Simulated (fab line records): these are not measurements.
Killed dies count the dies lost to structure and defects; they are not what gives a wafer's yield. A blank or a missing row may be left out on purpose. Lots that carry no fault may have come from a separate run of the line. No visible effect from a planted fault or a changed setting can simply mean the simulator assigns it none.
Matching of chambers    flow sky130    SKY_POLY_GATE_ETCH_17 on rieSi-02: 4 sister chambers
The step etches poly-Si in HBr/Cl2, stops on SiO2, target depth 180 nm, time 70.5 s. 14 wafers are shown with their chamber, then 7 later ones without.

## WAFERS, EACH WITH ITS CHAMBER
wafer   chamber  drypumpMotorCurrentA (A)  throttleValvePct (%)  oesProductAu (a.u.)
L602.1  1        6.4                       33.681                0.975
L602.3  3        5.2                       33.684                0.983
L602.4  0        5.5                       33.680                0.987
L603.1  2        6.1                       33.691                0.997
L603.2  0        5.5                       33.678                0.985
L603.5  1        6.4                       33.681                0.965
L608.1  3        5.2                       33.691                0.976
L608.2  0        5.5                       33.685                0.977
L608.4  2        6.1                       33.695                0.982
L612.3  3        5.2                       33.683                0.973
L612.5  2        6.1                       33.691                0.992
L612.6  3        5.1                       33.692                0.972
L621.2  1        6.4                       33.677                0.977
L621.4  3        5.1                       33.688                0.971

SIGNATURES, as means of the wafers listed above
reading               chamber 0  chamber 1  chamber 2  chamber 3  scatter within a chamber
drypumpMotorCurrentA  5.500      6.400      6.100      5.160      0.0346
throttleValvePct      33.68100   33.67967   33.69233   33.68760   0.00335
oesProductAu          0.98300    0.97233    0.99033    0.97500    0.00591
Rule: a wafer lies at a distance from a chamber equal to the root of the sum of squares, over the readings, of (its reading less the chamber's mean, divided by the reading's scatter). The wafer belongs to the nearest chamber; if the next one is less than 2 further off, it can't be placed. How the scatter is found: for the shown wafers, subtract from each reading the mean of its chamber, square and add these, divide the total by (wafers less chambers), then take the root.

## WAFERS WHOSE CHAMBER IS MISSING
wafer   drypumpMotorCurrentA (A)  throttleValvePct (%)  oesProductAu (a.u.)
L621.5  5.4                       33.674                0.976
L624.1  5.2                       33.686                0.972
L624.3  6.1                       33.687                0.979
L624.4  6.4                       33.686                0.984
L623.1  5.2                       33.670                0.954
L623.3  6.4                       33.695                0.982
L623.5  6.1                       33.707                0.988

## CHAMBER TAKEN BY EACH
wafer   from the rows above  in truth
L621.5  0                    0
L624.1  3                    3
L624.3  2                    2
L624.4  1                    1
L623.1  3                    3
L623.3  1                    1
L623.5  2                    2
7 of 7 placed correctly. Left unplaced by these rows: 0. 0 placed wrongly.
